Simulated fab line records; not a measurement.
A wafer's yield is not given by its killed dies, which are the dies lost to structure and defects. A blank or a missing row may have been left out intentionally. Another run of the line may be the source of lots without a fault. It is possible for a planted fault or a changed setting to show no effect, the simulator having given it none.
Which tool was responsible? || flow sky130 || 7 lots (21 wafers sampled), 1 step of a 708-step route

== WHAT EACH GAUGE READ, for each wafer ==
SKY_VT_ADJUST_HVTR_CD_MEAS_07: target cd 380 nm.
{"lot": "L587", "measured": "day 9 22:43", "on": "cd sem-01", "cd nm (nm)": "379.5 379.9 382.7"}
{"lot": "L589", "measured": "day 10 16:53", "on": "cd sem-01", "cd nm (nm)": "379.7 376.6 375.8"}
{"lot": "L591", "measured": "day 11 15:22", "on": "cd sem-02", "cd nm (nm)": "382.5 381.4 383.9"}
{"lot": "L598", "measured": "day 13 16:08", "on": "cd sem-02", "cd nm (nm)": "377.3 378.5 380.1"}
{"lot": "L602", "measured": "day 14 20:01", "on": "cd sem-02", "cd nm (nm)": "380.3 380.5 380.5"}
{"lot": "L604", "measured": "day 15 20:41", "on": "cd sem-02", "cd nm (nm)": "384.0 382.4 381.6"}
{"lot": "L608", "measured": "day 17 00:17", "on": "cd sem-02", "cd nm (nm)": "380.4 379.4 380.9"}

== EACH LOT AND THE TOOL THAT RAN IT (in order: tool; ch and the chambers of the sampled wafers; start) ==
The record holds no process step before these readings.

== THE ANSWER, worked out from the rows above alone ==
Rule: the usual values come from the lots themselves. The widest of any qualifying gaps counts: lots, ordered by their means at a reading, are off when they make up no more than a third of the lots, leave a main group of 4 or more, and stand apart from it by 3 or more times the standard deviation of that group's means. A main group whose means are all the same, to the digits that the tables above print for the reading, isn't used. A lot without any number at a reading at which 4 lots or more have one is off too. The other lots that the step has rows for count as sound.
Nothing can be told from this: no lot is off at any reading shown.

== WHAT HAD BEEN PUT IN BY THE SIMULATOR ==
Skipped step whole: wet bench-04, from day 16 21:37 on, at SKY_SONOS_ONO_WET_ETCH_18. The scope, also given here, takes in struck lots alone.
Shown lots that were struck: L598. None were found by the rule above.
